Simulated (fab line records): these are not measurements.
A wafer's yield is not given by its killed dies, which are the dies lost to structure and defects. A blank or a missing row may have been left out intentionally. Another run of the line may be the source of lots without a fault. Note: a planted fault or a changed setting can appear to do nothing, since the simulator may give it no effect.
2 desks looking at one fault / flow gf180mcu / only its own numbers are on each desk; what lay behind them is given at the end

FROM THE METROLOGY DESK
What the gauges read for every lot (on any tool): the sampled wafers with a number, averaged. The brackets show how far a lot's mean lies from the usual mean; more than 4 standard deviations puts the lot out of limits, marked OUT.
Columns: A = VT_IMPLANT_2_TW at GF_VT_IMPLANT_TW_MEAS_21, usual 1214
lot=L966; first seen here=day 6 15:17; A=1216
lot=L967; first seen here=day 6 20:30; A=1219
lot=L971; first seen here=day 8 02:37; A=1201
lot=L973; first seen here=day 8 12:55; A=1144 (-9.5) OUT
lot=L975; first seen here=day 9 03:29; A=1150 (-8.6) OUT
lot=L977; first seen here=day 9 13:43; A=1153 (-8.3) OUT
lot=L980; first seen here=day 10 08:04; A=1217
lot=L983; first seen here=day 11 02:37; A=1217
lot=L984; first seen here=day 11 09:32; A=1215
lot=L987; first seen here=day 12 03:27; A=1225
lot=L988; first seen here=day 12 08:52; A=1216
This desk's finding: out of limits on L973, L975, L977; first on L973, day 8 12:55 (VT_IMPLANT_2_TW at GF_VT_IMPLANT_TW_MEAS_21). L966, L967, L971, L980, L983, L984, L987, L988 stayed within limits.

THE TOOL OWNER'S DESK: implanter-01
The tool's own readings at GF_VT_IMPLANT_IMPLANT_19: means of the sampled wafers that have a number, for each lot that ran on this tool. The brackets show how far a lot's mean lies from the usual mean; more than 4 standard deviations puts the lot out of limits, marked OUT.
Columns: A = beam-energy-keV at GF_VT_IMPLANT_IMPLANT_19, usual 100.00; B = dose-ions-cm2 at GF_VT_IMPLANT_IMPLANT_19, usual 4.35e+12
lot=L967; first seen here=day 6 20:17; A=99.98; B=4.35e+12
lot=L971; first seen here=day 8 02:24; A=100.02; B=4.35e+12
lot=L973; first seen here=day 8 12:40; A=83.45 (-99 or more) OUT; B=4.35e+12
lot=L975; first seen here=day 9 03:17; A=83.41 (-99 or more) OUT; B=4.34e+12
lot=L977; first seen here=day 9 13:28; A=83.46 (-99 or more) OUT; B=4.35e+12
Finding of this desk: L973, L975, L977 out of limits; the first was L973 at day 8 12:40, on beam-energy-keV at GF_VT_IMPLANT_IMPLANT_19. L967, L971 stayed within limits.

ALL TOGETHER
The tool owner's desk could have raised an alarm at day 8 12:40, on L973, L975, L977.
An alarm was possible from the metrology desk at day 8 12:55, on L973, L975, L977.
Of the lots named, all ran GF_VT_IMPLANT_IMPLANT_19 on implanter-01.

WHAT THE SIMULATOR HAD PUT IN
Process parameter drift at GF_VT_IMPLANT_IMPLANT_19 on implanter-01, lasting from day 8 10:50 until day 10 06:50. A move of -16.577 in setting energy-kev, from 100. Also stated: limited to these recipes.
Struck lots among those shown: L973, L975, L977.
Hours from the fault's start to each desk's first reading out of limits: the tool owner's desk, 2; the metrology desk, 2.
